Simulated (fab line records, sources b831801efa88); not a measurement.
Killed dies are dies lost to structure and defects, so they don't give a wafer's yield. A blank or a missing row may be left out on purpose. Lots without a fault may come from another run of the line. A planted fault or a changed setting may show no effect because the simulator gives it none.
fab line records | flow sky130 | part 1 of 2: steps 1 to 21 of 31
record lots=5 wafers=15 last_day=49
route steps=708 shown LI_CONTACT@382 LOCAL_INTERCONNECT@387 CONTACT@406
lots that met no fault: from a run of the same line without faults
start_h: hours from the record's first day to the start of the lot's first wafer shown | wait_h: hours since the lot's step before | " the same as in the row above | L1.1+2: a row that stands for several wafers | - no value, or no start given | * or withheld: withheld | < > ~ a bound
route shown NAME@n: a module of which the file shows steps, and the number in the route of the first | usual: mean/standard deviation of fault-free wafers | same: alike in all rows | chamber/n: place in a boat | sites: the reading at each site | _std_site: their standard deviation | _edge_site: outer sites' mean less inner sites' | radius_mm: how far each site lies from the wafer's centre | mask NAME#n: copy n | behind: the tool/chamber that last shaped the wafer | hold: why the lot was held/for how many hours/how that ended | device: the transistor (n, p or np) that didn't switch | end of line: the same wafers' tests at the end of the route | a step without rows: its recipe alone | killed: dies lost to structure and defects at the first sort, not the wafer's yield | map: a wafer's dies, x killed, . not, _ none there
set.NAME: the setting as run; set.NAME@STEP: as run at that earlier step | model.NAME: the simulator's own value behind a step, which no gauge read
lots at some steps of the route; a table a step, a row a wafer
services: from which hour (start_h, from the record's first day; less than 0 if before it) a tool's chamber was out of use, for how many hours, and why
## steps
# step SKY_LI_CONTACT_SPUTTER_20
# recipe material=TiN target_thk_nm=20 chamber_pressure_pa=5 power_w=4000 time_s=80
# usual throttle_valve_pct=29.8/0.78
# same time_s=80
# columns lot.wafer tool chamber start_h wait_h throttle_valve_pct
L075.1 pvd_sputter-02 - 681.42 0.0 29.6
L075.3 " - " " 29.5
L075.6 " - " " 30.4
L076.2 pvd_sputter-02 - 684.26 0.0 30.4
L076.4 " - " " 30.1
L076.6 " - " " 30.1
L078.1 pvd_sputter-04 - 701.41 0.0 28.8
L078.4 " - " " 30.2
L078.5 " - " " 28.4
L082.1 pvd_sputter-04 - 756.61 0.0 28.9
L082.3 " - " " 30.4
L082.6 " - " " 28.8
L095.1 pvd_sputter-02 - 829.86 0.0 29.7
L095.3 " - " " 30.1
L095.6 " - " " 29.8
# step SKY_LI_CONTACT_CVD_21
# recipe material=W target_thk_nm=400 time_s=120.56 temp_c=400 pressure_torr=40
# usual heater_power_outer_w=556/79 heater_power_w=911/71
# same time_s=120.56
# columns lot.wafer tool chamber start_h wait_h heater_power_outer_w heater_power_w
L075.1 cvd_w-01 1 681.48 0.0 608 947
L075.3 " 1 " " 624 965
L075.6 " 0 " " 592 965
L076.2 cvd_w-01 0 684.32 0.0 604 980
L076.4 " 1 " " 608 969
L076.6 " 0 " " 590 960
L078.1 cvd_w-02 0 701.47 0.0 579 939
L078.4 " 0 " " 567 939
L078.5 " 0 " " 567 903
L082.1 cvd_w-01 1 756.67 0.0 618 967
L082.3 " 1 " " 614 977
L082.6 " 0 " " 599 957
L095.1 cvd_w-02 0 829.92 0.0 594 928
L095.3 " 0 " " 593 926
L095.6 " 1 " " 426 796
# step SKY_LI_CONTACT_RS_MEAS_22
# recipe thk_meas_gauge=four-point-probe reads=W_of_LI_CONTACT_CVD_21+TiN_of_LI_CONTACT_SPUTTER_20+Ti_of_LI_CONTACT_SPUTTER_19
# usual LI_CONTACT_W_RS=0.285/0.0033
# columns lot.wafer tool chamber start_h wait_h LI_CONTACT_W_RS[ohm/sq]
L075.1 film_metro-04 - 681.61 0.1 0.283
L075.3 " - " " 0.286
L075.6 " - " " 0.289
L076.2 film_metro-04 - 684.47 0.1 0.286
L076.4 " - " " 0.281
L076.6 " - " " 0.288
L078.1 film_metro-03 - 701.59 0.1 0.283
L078.4 " - " " 0.284
L078.5 " - " " 0.284
L082.1 film_metro-01 - 756.80 0.1 0.287
L082.3 " - " " 0.286
L082.6 " - " " 0.285
L095.1 film_metro-03 - 830.04 0.1 0.287
L095.3 " - " " 0.285
L095.6 " - " " 0.290
# step SKY_LI_CONTACT_THK_MEAS_23
# recipe thk_meas_gauge=xrf reads=W_of_LI_CONTACT_CVD_21
# usual LI_CONTACT_W_THK=403/5.8
# columns lot.wafer tool chamber start_h wait_h LI_CONTACT_W_THK[nm]
L075.1 film_metro-04 - 681.73 0.1 405
L075.3 " - " " 398
L075.6 " - " " 399
L076.2 film_metro-04 - 684.58 0.1 400
L076.4 " - " " 406
L076.6 " - " " 399
L078.1 film_metro-03 - 701.71 0.1 402
L078.4 " - " " 405
L078.5 " - " " 405
L082.1 film_metro-01 - 756.92 0.1 405
L082.3 " - " " 400
L082.6 " - " " 407
L095.1 film_metro-03 - 830.16 0.1 396
L095.3 " - " " 402
L095.6 " - " " 392
# step SKY_LI_CONTACT_CMP_24
# recipe stop_on=PSG t_overpolish_s=20 down_force_psi=3.5 platen_rpm=60 target_thk_nm=0 pad_velocity_m_s=0.94248
# usual motor_current_A=11.2/1.6 overpolish_run_s=19.999/0.0099 time_to_endpoint_s=98/3.6
# columns lot.wafer tool chamber start_h wait_h motor_current_A overpolish_run_s time_to_endpoint_s
L075.1 cmp-01 3 681.79 0.1 9.7 19.992 95
L075.3 " 0 " " 14.3 20.006 102
L075.6 " 3 " " 9.3 20.010 96
L076.2 cmp-02 1 684.63 0.0 10.6 20.005 95
L076.4 " 0 " " 12.4 20.007 101
L076.6 " 1 " " 10.3 19.991 95
L078.1 cmp-01 3 701.77 0.1 9.6 19.990 91
L078.4 " 0 " " 14.3 19.975 94
L078.5 " 3 " " 9.8 19.990 95
L082.1 cmp-01 3 756.98 0.1 9.8 19.992 98
L082.3 " 0 " " 14.1 20.000 101
L082.6 " 0 " " 14.5 20.001 103
L095.1 cmp-02 2 830.22 0.1 9.1 20.003 101
L095.3 " 0 " " 11.6 20.001 103
L095.6 " 3 " " 10.9 19.998 94
# step SKY_LOCAL_INTERCONNECT_SPUTTER_00
# recipe material=TiN target_thk_nm=100 temp_c=300 power_w=6361 time_s=83.3 chamber_pressure_pa=0.4
# usual substrate_temp_c=300.00/0.2 throttle_valve_pct=30.2/0.82
# same time_s=83.3
# columns lot.wafer tool chamber start_h wait_h substrate_temp_c throttle_valve_pct
L075.1 pvd_sputter-03 - 682.09 0.2 299.97 31.9
L075.3 " - " " 300.14 29.9
L075.6 " - " " 300.50 29.2
L076.2 pvd_sputter-03 - 684.93 0.2 299.96 30.6
L076.4 " - " " 299.68 29.6
L076.6 " - " " 300.05 29.7
L078.1 pvd_sputter-03 - 702.07 0.2 299.98 29.7
L078.4 " - " " 300.02 30.7
L078.5 " - " " 299.90 29.7
L082.1 pvd_sputter-03 - 757.28 0.2 300.41 29.4
L082.3 " - " " 300.09 29.9
L082.6 " - " " 300.26 29.5
L095.1 pvd_sputter-01 - 830.52 0.2 299.73 29.7
L095.3 " - " " 300.16 31.3
L095.6 " - " " 300.36 29.4
# step SKY_LOCAL_INTERCONNECT_RS_MEAS_01
# recipe thk_meas_gauge=four-point-probe reads=TiN_of_LOCAL_INTERCONNECT_SPUTTER_00
# usual LOCAL_INTERCONNECT_TIN_RS=14.51/0.14
# columns lot.wafer tool chamber start_h wait_h LOCAL_INTERCONNECT_TIN_RS[ohm/sq]
L075.1 film_metro-04 - 682.15 0.0 14.56
L075.3 " - " " 14.57
L075.6 " - " " 14.66
L076.2 film_metro-02 - 685.01 0.1 14.50
L076.4 " - " " 14.64
L076.6 " - " " 14.61
L078.1 film_metro-02 - 702.13 0.0 14.72
L078.4 " - " " 14.89
L078.5 " - " " 14.72
L082.1 film_metro-01 - 757.34 0.0 14.29
L082.3 " - " " 14.21
L082.6 " - " " 14.16
L095.1 film_metro-02 - 830.58 0.0 14.58
L095.3 " - " " 14.67
L095.6 " - " " 14.66
# step SKY_LOCAL_INTERCONNECT_THK_MEAS_02
# recipe thk_meas_gauge=xrf reads=TiN_of_LOCAL_INTERCONNECT_SPUTTER_00
# usual LOCAL_INTERCONNECT_TIN_THK=98.5/0.96
# columns lot.wafer tool chamber start_h wait_h LOCAL_INTERCONNECT_TIN_THK[nm]
L075.1 film_metro-04 - 682.27 0.1 97.8
L075.3 " - " " 98.0
L075.6 " - " " 97.3
L076.2 film_metro-02 - 685.12 0.1 98.6
L076.4 " - " " 98.3
L076.6 " - " " 98.4
L078.1 film_metro-02 - 702.25 0.1 97.1
L078.4 " - " " 96.2
L078.5 " - " " 97.7
L082.1 film_metro-01 - 757.46 0.1 99.5
L082.3 " - " " 100.2
L082.6 " - " " 100.4
L095.1 film_metro-02 - 830.70 0.1 98.0
L095.3 " - " " 97.5
L095.6 " - " " 97.6
# step SKY_LOCAL_INTERCONNECT_DEHYDRATE_03
# recipe temp_c=200 time_s=60
# usual chill_plate_temp_C=23.00/0.1 heater_power_total_W=160.37/0.12
# same time_s=60
# columns lot.wafer tool chamber start_h wait_h chill_plate_temp_C heater_power_total_W
L075.1 litho_track-02 0 695.80 13.5 22.87 160.39
L075.3 " 0 " " 22.96 160.24
L075.6 " 0 " " 23.01 160.50
L076.2 litho_track-03 0 698.31 13.2 22.98 160.42
L076.4 " 0 " " 23.03 160.34
L076.6 " 0 " " 23.08 160.50
L078.1 litho_track-02 0 715.40 13.1 23.06 160.42
L078.4 " 0 " " 22.95 160.30
L078.5 " 0 " " 23.09 160.60
L082.1 litho_track-04 0 770.31 12.8 22.91 160.28
L082.3 " 0 " " 22.96 160.48
L082.6 " 0 " " 22.89 160.22
L095.1 litho_track-03 0 843.69 13.0 22.87 160.32
L095.3 " 0 " " 23.03 160.26
L095.6 " 0 " " 22.86 160.51
# step SKY_LOCAL_INTERCONNECT_HMDS_04
# recipe prime_time_s=60 prime_temp_c=120
# usual chill_plate_temp_C=23.03/0.1
# columns lot.wafer tool chamber start_h wait_h chill_plate_temp_C
L075.1 litho_track-02 0 695.95 0.1 22.87
L075.3 " 0 " " 22.98
L075.6 " 0 " " 22.92
L076.2 litho_track-03 0 698.46 0.1 23.05
L076.4 " 0 " " 22.99
L076.6 " 0 " " 23.06
L078.1 litho_track-02 0 715.55 0.1 22.97
L078.4 " 0 " " 23.15
L078.5 " 0 " " 22.92
L082.1 litho_track-04 0 770.46 0.1 23.22
L082.3 " 0 " " 23.16
L082.6 " 0 " " 23.05
L095.1 litho_track-03 0 843.84 0.1 23.00
L095.3 " 0 " " 22.93
L095.6 " 0 " " 22.98
# step SKY_LOCAL_INTERCONNECT_COAT_05
# recipe resist=BARC temp_c=withheld time_s=withheld spin_rpm=3000 resist_thk_nm=60
# usual chill_plate_temp_C=*
# columns lot.wafer tool chamber start_h wait_h chill_plate_temp_C
L075.1 litho_track-02 0 696.10 0.1 *
L075.3 " 0 " " *
L075.6 " 0 " " *
L076.2 litho_track-03 0 698.61 0.1 *
L076.4 " 0 " " *
L076.6 " 0 " " *
L078.1 litho_track-02 0 715.70 0.1 *
L078.4 " 0 " " *
L078.5 " 0 " " *
L082.1 litho_track-04 0 770.61 0.1 *
L082.3 " 0 " " *
L082.6 " 0 " " *
L095.1 litho_track-03 0 843.99 0.1 *
L095.3 " 0 " " *
L095.6 " 0 " " *
# step SKY_LOCAL_INTERCONNECT_COAT_06
# recipe resist=KrF-thick spin_rpm=3000 resist_thk_nm=450
# usual chill_plate_temp_C=23.01/0.097
# columns lot.wafer tool chamber start_h wait_h chill_plate_temp_C
L075.1 litho_track-02 0 - - 23.01
L075.3 " 0 " " 23.13
L075.6 " 0 " " 23.03
L076.2 litho_track-03 0 - - 22.89
L076.4 " 0 " " 22.99
L076.6 " 0 " " 22.79
L078.1 litho_track-02 0 - - 22.93
L078.4 " 0 " " 23.09
L078.5 " 0 " " 23.12
L082.1 litho_track-04 0 - - 23.00
L082.3 " 0 " " 23.00
L082.6 " 0 " " 22.98
L095.1 litho_track-03 0 - - 23.00
L095.3 " 0 " " 22.81
L095.6 " 0 " " 22.96
# step SKY_LOCAL_INTERCONNECT_SOFTBAKE_07
# recipe temp_c=100 time_s=90 resist=KrF-thick
# usual chill_plate_temp_C=23.03/0.11 heater_power_total_W=57.35/0.11
# same time_s=90
# columns lot.wafer tool chamber start_h wait_h chill_plate_temp_C heater_power_total_W
L075.1 litho_track-02 0 - - 23.05 57.24
L075.3 " 0 " " 22.84 57.43
L075.6 " 0 " " 22.86 57.26
L076.2 litho_track-03 0 - - 23.01 57.15
L076.4 " 0 " " 23.07 57.38
L076.6 " 0 " " 23.04 57.39
L078.1 litho_track-02 0 - - 23.04 57.52
L078.4 " 0 " " 23.16 57.19
L078.5 " 0 " " 23.17 57.38
L082.1 litho_track-04 0 - - 22.77 57.36
L082.3 " 0 " " 22.89 57.52
L082.6 " 0 " " 23.13 57.31
L095.1 litho_track-03 0 - - 22.81 57.27
L095.3 " 0 " " 22.99 57.31
L095.6 " 0 " " 22.94 57.45
# step SKY_LOCAL_INTERCONNECT_EXPOSE_08
# recipe mask_id=LI1M na=0.8 source_shape=annular sigma_inner=0.55 sigma_outer=0.85 target_cd_nm=170 dose_mj=28
# usual reticle_temp_C=22.99/0.1 stage_vel_mm_s=499.99/0.25
# columns lot.wafer tool chamber start_h wait_h mask reticle_temp_C stage_vel_mm_s
L075.1 krf_scanner-01 0 - - LI1M#0 23.04 500.06
L075.3 " 0 " " LI1M#0 23.04 500.09
L075.6 " 0 " " LI1M#0 23.21 499.90
L076.2 krf_scanner-02 0 - - LI1M#0 23.02 500.11
L076.4 " 0 " " LI1M#0 22.91 499.95
L076.6 " 0 " " LI1M#0 22.94 499.83
L078.1 krf_scanner-01 0 - - LI1M#0 23.09 499.76
L078.4 " 0 " " LI1M#0 23.19 499.64
L078.5 " 0 " " LI1M#0 23.18 499.79
L082.1 krf_scanner-01 0 - - LI1M#0 22.82 499.62
L082.3 " 0 " " LI1M#0 22.83 499.85
L082.6 " 0 " " LI1M#0 22.92 499.97
L095.1 krf_scanner-01 0 - - LI1M#0 22.90 499.61
L095.3 " 0 " " LI1M#0 22.94 499.76
L095.6 " 0 " " LI1M#0 22.95 499.56
# step SKY_LOCAL_INTERCONNECT_PEB_09
# recipe peb_temp_c=withheld peb_time_s=withheld resist=KrF-thick
# usual chill_plate_temp_C=*
# columns lot.wafer tool chamber start_h wait_h chill_plate_temp_C
L075.1 litho_track-02 0 - - *
L075.3 " 0 " " *
L075.6 " 0 " " *
L076.2 litho_track-02 0 - - *
L076.4 " 0 " " *
L076.6 " 0 " " *
L078.1 litho_track-03 0 - - *
L078.4 " 0 " " *
L078.5 " 0 " " *
L082.1 litho_track-02 0 - - *
L082.3 " 0 " " *
L082.6 " 0 " " *
L095.1 litho_track-04 0 - - *
L095.3 " 0 " " *
L095.6 " 0 " " *
# step SKY_LOCAL_INTERCONNECT_DEVELOP_10
# recipe develop_time_s=60 resist=KrF-thick dev_temp_c=21
# usual chill_plate_temp_C=22.96/0.1
# columns lot.wafer tool chamber start_h wait_h chill_plate_temp_C
L075.1 litho_track-02 0 - - 22.85
L075.3 " 0 " " 22.95
L075.6 " 0 " " 23.00
L076.2 litho_track-02 0 - - 22.82
L076.4 " 0 " " 23.00
L076.6 " 0 " " 23.00
L078.1 litho_track-03 0 - - 23.07
L078.4 " 0 " " 23.06
L078.5 " 0 " " 23.02
L082.1 litho_track-02 0 - - 23.10
L082.3 " 0 " " 23.00
L082.6 " 0 " " 22.99
L095.1 litho_track-04 0 - - 22.79
L095.3 " 0 " " 22.93
L095.6 " 0 " " 22.82
# step SKY_LOCAL_INTERCONNECT_CD_MEAS_11
# recipe target_cd_nm=170
# usual cd_nm=169.7/1.2
# columns lot.wafer tool chamber start_h wait_h cd_nm
L075.1 cd_sem-01 - 710.40 - 170.3
L075.3 " - " " 170.3
L075.6 " - " " 169.7
L076.2 cd_sem-02 - 712.62 - 168.7
L076.4 " - " " 168.8
L076.6 " - " " 168.1
L078.1 cd_sem-01 - 729.64 - 166.3
L078.4 " - " " 167.4
L078.5 " - " " 168.7
L082.1 cd_sem-02 - 784.55 - 168.6
L082.3 " - " " 167.9
L082.6 " - " " 169.5
L095.1 cd_sem-01 - 856.61 - 169.9
L095.3 " - " " 169.3
L095.6 " - " " 170.1
# step SKY_LOCAL_INTERCONNECT_OVL_MEAS_12
# usual LOCAL_INTERCONNECT_OVL=1/5.3
# columns lot.wafer tool chamber start_h wait_h LOCAL_INTERCONNECT_OVL[nm]
L075.1 overlay-02 - 710.52 0.1 -2
L075.3 " - " " -5
L075.6 " - " " 2
L076.2 overlay-01 - 712.73 0.1 -2
L076.4 " - " " -6
L076.6 " - " " -2
L078.1 overlay-01 - 729.76 0.1 2
L078.4 " - " " 5
L078.5 " - " " -5
L082.1 overlay-01 - 784.67 0.1 -7
L082.3 " - " " 0
L082.6 " - " " 2
L095.1 overlay-02 - 856.73 0.1 -5
L095.3 " - " " -2
L095.6 " - " " 1
# step SKY_LOCAL_INTERCONNECT_ETCH_13
# recipe chemistry=N2/H2 target=BARC ion_energy_ev=200 bias_w=100 pressure_mtorr=28.93 n2_flow_sccm=100 h2_flow_sccm=200 icp_w=500 stop_on=SiO2 time_s=45.9 target_depth_a=600
# usual chamber_pressure_mTorr=28.932/0.027 drypump_motor_current_A=5.8/0.39 oes_product_au=0.855/0.0049 rf_fwd_power_W=494.3/2.4 throttle_valve_pct=13.507/0.0093
# same time_s=45.9
# columns lot.wafer tool chamber start_h wait_h chamber_pressure_mTorr drypump_motor_current_A oes_product_au rf_fwd_power_W rf_hours_counter_h throttle_valve_pct
L075.1 rie_metal-02 0 710.56 0.0 28.921 6.4 0.851 497.5 3 13.493
L075.3 " 1 " " 28.930 5.2 0.852 497.7 - 13.506
L075.6 " 1 " " 28.899 5.2 0.857 496.3 - 13.519
L076.2 rie_metal-01 1 712.78 0.0 28.937 6.0 0.854 494.5 - 13.501
L076.4 " 1 " " 28.930 6.0 0.855 494.6 - 13.506
L076.6 " 1 " " 28.958 6.0 0.851 492.4 - 13.510
L078.1 rie_metal-03 0 729.79 0.0 28.892 6.1 0.854 491.0 2 13.483
L078.4 " 0 " " 28.932 6.1 0.856 491.8 - 13.508
L078.5 " 0 " " 28.923 6.1 0.842 492.1 - 13.504
L082.1 rie_metal-03 0 784.71 0.0 28.911 6.1 0.857 494.2 5 13.521
L082.3 " 1 " " 28.921 5.6 0.853 492.4 - 13.507
L082.6 " 0 " " 28.946 6.1 0.854 496.0 - 13.515
L095.1 rie_metal-01 0 856.76 0.0 28.902 5.6 0.857 491.9 10 13.490
L095.3 " 0 " " 28.934 5.6 0.850 491.2 - 13.514
L095.6 " 0 " " 28.930 5.6 0.864 490.6 - 13.489
# step SKY_LOCAL_INTERCONNECT_METAL_ETCH_14
# recipe target_depth_nm=110 stop_on=PSG chemistry=Cl2/BCl3 target=TiN resist_sidewall_deg=88 pressure_mtorr=10 icp_w=900 bias_w=48.5 Cl2_flow_sccm=60 bcl3_flow_sccm=30 time_s=31.4
# usual chamber_pressure_mTorr=10.000/0.009 drypump_motor_current_A=5.8/0.39 oes_product_au=0.928/0.0071 rf_fwd_power_W=888/4.8 throttle_valve_pct=21.909/0.0097
# same time_s=31.4
# columns lot.wafer tool chamber start_h wait_h chamber_pressure_mTorr drypump_motor_current_A oes_product_au rf_fwd_power_W rf_hours_counter_h throttle_valve_pct
L075.1 rie_metal-02 0 710.62 0.0 9.995 6.3 0.928 892 3 21.905
L075.3 " 1 " " 9.980 5.2 0.929 893 - 21.900
L075.6 " 1 " " 9.994 5.2 0.913 891 - 21.919
L076.2 rie_metal-01 1 712.90 0.1 10.009 6.0 0.920 887 - 21.924
L076.4 " 1 " " 9.992 6.0 0.926 888 - 21.927
L076.6 " 1 " " 10.000 6.0 0.923 889 - 21.900
L078.1 rie_metal-03 0 729.86 0.0 9.996 6.1 0.921 884 3 21.912
L078.4 " 0 " " 10.002 6.1 0.917 882 - 21.923
L078.5 " 0 " " 10.007 6.1 0.928 886 - 21.900
L082.1 rie_metal-03 0 784.77 0.0 9.998 6.1 0.943 887 5 21.912
L082.3 " 1 " " 9.992 5.6 0.939 887 - 21.901
L082.6 " 0 " " 10.017 6.1 0.944 888 - 21.906
L095.1 rie_metal-01 0 856.89 0.1 10.014 5.6 0.925 883 10 21.906
L095.3 " 0 " " 10.000 5.6 0.924 887 - 21.898
L095.6 " 0 " " 9.992 5.6 0.923 886 - 21.937
# step SKY_LOCAL_INTERCONNECT_STRIP_15
# recipe chemistry=O2/N2 power_w=1400 pressure_mtorr=1500 platen_temp_c=withheld o2_flow_sccm=3000 n2_flow_sccm=300 overash_fraction=0.5
# usual chamber_pressure_mTorr=1499.9/1.2 drypump_motor_current_A=5.5/0.45 oes_product_au=0.427/0.0046 strip_time_to_endpoint_s=4.727/0.021
# same overash_fraction=0.5
# columns lot.wafer tool chamber start_h wait_h chamber_pressure_mTorr drypump_motor_current_A oes_product_au rf_hours_counter_h strip_time_to_endpoint_s
L075.1 plasma_asher-03 0 710.67 0.0 1498.3 5.8 0.425 29 4.739
L075.3 " 1 " " 1501.6 6.0 0.431 - 4.713
L075.6 " 0 " " 1498.3 5.8 0.424 - 4.691
L076.2 plasma_asher-04 1 712.99 0.1 1502.1 5.9 0.423 87 4.717
L076.4 " 0 " " 1498.1 5.0 0.424 - 4.708
L076.6 " 1 " " 1500.9 5.8 0.426 - 4.728
L078.1 plasma_asher-04 0 729.91 0.0 1502.9 5.0 0.424 89 4.694
L078.4 " 1 " " 1499.5 5.9 0.416 - 4.703
L078.5 " 0 " " 1500.8 4.9 0.425 - 4.708
L082.1 plasma_asher-04 0 784.82 0.0 1500.5 5.0 0.416 94 4.703
L082.3 " 0 " " 1501.2 5.0 0.431 - 4.722
L082.6 " 1 " " 1500.2 5.9 0.426 - 4.722
L095.1 plasma_asher-03 1 856.99 0.1 1500.3 6.0 0.428 44 4.720
L095.3 " 0 " " 1499.9 5.8 0.424 - 4.719
L095.6 " 0 " " 1500.5 5.8 0.421 - 4.709
